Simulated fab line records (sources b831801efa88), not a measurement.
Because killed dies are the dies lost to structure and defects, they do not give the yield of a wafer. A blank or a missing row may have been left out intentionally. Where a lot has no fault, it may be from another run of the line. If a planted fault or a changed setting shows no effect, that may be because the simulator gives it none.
Chamber matching -- flow gf180mcu -- 4 sister chambers for GF_CONTACT_CMP_27 on cmp-02
The step polishes, stops on SiO2, t overpolish 15 s, target thk 0 nm. 8 wafers are shown with their chamber, then 10 later ones without.

## WAFERS, EACH WITH ITS CHAMBER
wafer,chamber,motor current A (A),time to endpoint s (s)
L296.3,0,12.0,75.1
L298.2,0,12.0,75.1
L300.4,1,9.1,69.4
L302.3,2,11.0,76.7
L304.3,2,10.8,76.8
L304.6,3,11.7,75.0
L312.1,1,8.5,75.6
L312.2,3,11.1,74.0

## WAFERS WHOSE CHAMBER IS MISSING
wafer,motor current A (A),time to endpoint s (s)
L312.4,11.4,72.2
L313.1,12.9,77.2
L313.5,11.0,79.8
L313.6,11.3,74.5
L314.1,9.0,70.0
L314.5,11.9,72.8
L314.6,8.6,72.7
L316.1,11.1,74.2
L316.4,8.6,70.2
L316.5,10.9,71.3

## THE CHAMBER EACH PASSED THROUGH
wafer,from the rows above,in truth
L312.4,can't be placed: 3 or 0 or 2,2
L313.1,can't be placed: 0 or 3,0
L313.5,can't be placed: 2 or 3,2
L313.6,can't be placed: 3 or 2 or 0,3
L314.1,1,1
L314.5,can't be placed: 0 or 3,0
L314.6,1,1
L316.1,can't be placed: 3 or 2 or 0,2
L316.4,1,1
L316.5,can't be placed: 3 or 2 or 0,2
Correct placement for 3 of the 10. Not placeable from these rows: 7 (in 7, the candidates include the true chamber). 0 placed wrongly.
How it was worked out, from the rows above alone: a wafer's distance from a chamber is the root of the sum, over the readings, of the square of ((its reading less the chamber's mean) divided by the reading's scatter). The wafer belongs to the nearest chamber; if the next one is less than 2 further off, it can't be placed. A chamber's mean is the mean of its shown wafers. The scatter: take each reading less its chamber's mean, square it, sum over the shown wafers, divide by the number of wafers less the number of chambers, and take the root.
